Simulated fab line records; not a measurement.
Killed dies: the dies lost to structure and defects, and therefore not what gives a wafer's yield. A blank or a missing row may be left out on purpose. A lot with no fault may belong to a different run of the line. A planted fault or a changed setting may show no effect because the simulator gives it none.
Struck lot and sound lot, side by side    flow gf180mcu    14 out of 602 route steps
Sound: the wafers L843.3, L843.5, L843.6. Struck: wafers L831.1, L831.4, L831.5. The cause comes at the end.
Each step with rows lists, per side, the tool, then ch with its chambers, then its first start. Under that, the readings that differ: sound wafers    struck wafers    difference of the means    sigmas: that difference in standard deviations of wafers without a fault.
alike: same words and numbers on both sides, and readings whose means sit less than 2 such deviations apart. not compared: any withheld reading, any reading some wafer has no value for, any bound like >300 that may hide the same value, and any number with overlapping values for which the record gives no deviation.
A row with sigmas, a row that says differs or no value, or rows on one side alone: a step with any of these is where the two part. Numbers that don't overlap but have no deviation are shown without sigmas and don't part them. A reading missing from all wafers of one side parts the sides only when that side holds two or more wafers.

first, 1 step without rows for these wafers: GF_STI_DEVELOP_11 (develop time 60 s).
GF_STI_CD_MEAS_12: the cd target is 220 nm.
  sound: cd sem-02 at day 5 20:08; struck: cd sem-01 at day 3 03:46
  alike: cd nm
GF_STI_ETCH_13: etches the open film in CHF3/O2, stops on Si, target depth 282.31 nm, time 112.9 s.
  sound on rie diel-01 ch 2,3, day 5 20:13; struck on rie diel-01 ch 0,1,3, day 3 03:53
  alike: drypump motor current A, oes product au, throttle valve pct
  not compared: rf hours counter h
GF_STI_ETCH_14: etches Si in HBr/Cl2/O2, target depth 360 nm, time 102.9 s.
  sound on rie si-02 ch 0,2, day 5 20:17; struck on rie si-01 ch 0,2, day 3 03:58
  alike: drypump motor current A, oes product au, throttle valve pct
  not compared: rf hours counter h
GF_STI_STRIP_15: strips in O2/N2.
  sound on plasma asher-03 ch 0,1, day 5 20:23; struck on plasma asher-01 ch 0,1, day 3 04:02
  alike: drypump motor current A, heater power w, o2 flow sccm, oes product au, strip time to endpoint s
  not compared: rf hours counter h
then, 6 steps without rows for these wafers: GF_STI_CLEAN_16 (cleans in dHF, time 25 s); GF_STI_WET_ETCH_17 (etches Si3N4 in H3PO4, target depth 45 nm, time 514 s); GF_STI_CLEAN_18 (cleans in SC1/SC2, time 150 s); GF_STI_CLEAN_19 (cleans in dHF, time 20 s); GF_STI_WET_ETCH_20 (etches SiO2 in dHF, target depth 20 nm, time 400 s); GF_STI_OXIDATION_21 (stabilise 600 s, purge 300 s, target thk 15 nm).
GF_STI_THK_MEAS_22:
  sound: film metro-03 at day 6 00:52; struck: film metro-03 at day 3 05:37
  alike: STI_OXIDATION_01_THK
GF_STI_CVD_23: deposits SiO2, target thk 650 nm, time 108.3 s.
  sound on hdpcvd-01 ch 0,1, day 6 00:57; struck on hdpcvd-01 ch 0,2, day 3 05:40
  no value came back on the struck wafers for pressure mtorr (mTorr), run length s (s); on the sound wafers pressure mtorr (mTorr) reads 5.983 5.987 5.999
GF_PASSIVATION_PROBE_99:
  sound wafers here have rows in the record (prober-02, day 34 11:28); struck ones have none

WHERE THEY PART
At GF_STI_CVD_23 first; at GF_PASSIVATION_PROBE_99 last (within this record only).

WHY: what the simulator had put in
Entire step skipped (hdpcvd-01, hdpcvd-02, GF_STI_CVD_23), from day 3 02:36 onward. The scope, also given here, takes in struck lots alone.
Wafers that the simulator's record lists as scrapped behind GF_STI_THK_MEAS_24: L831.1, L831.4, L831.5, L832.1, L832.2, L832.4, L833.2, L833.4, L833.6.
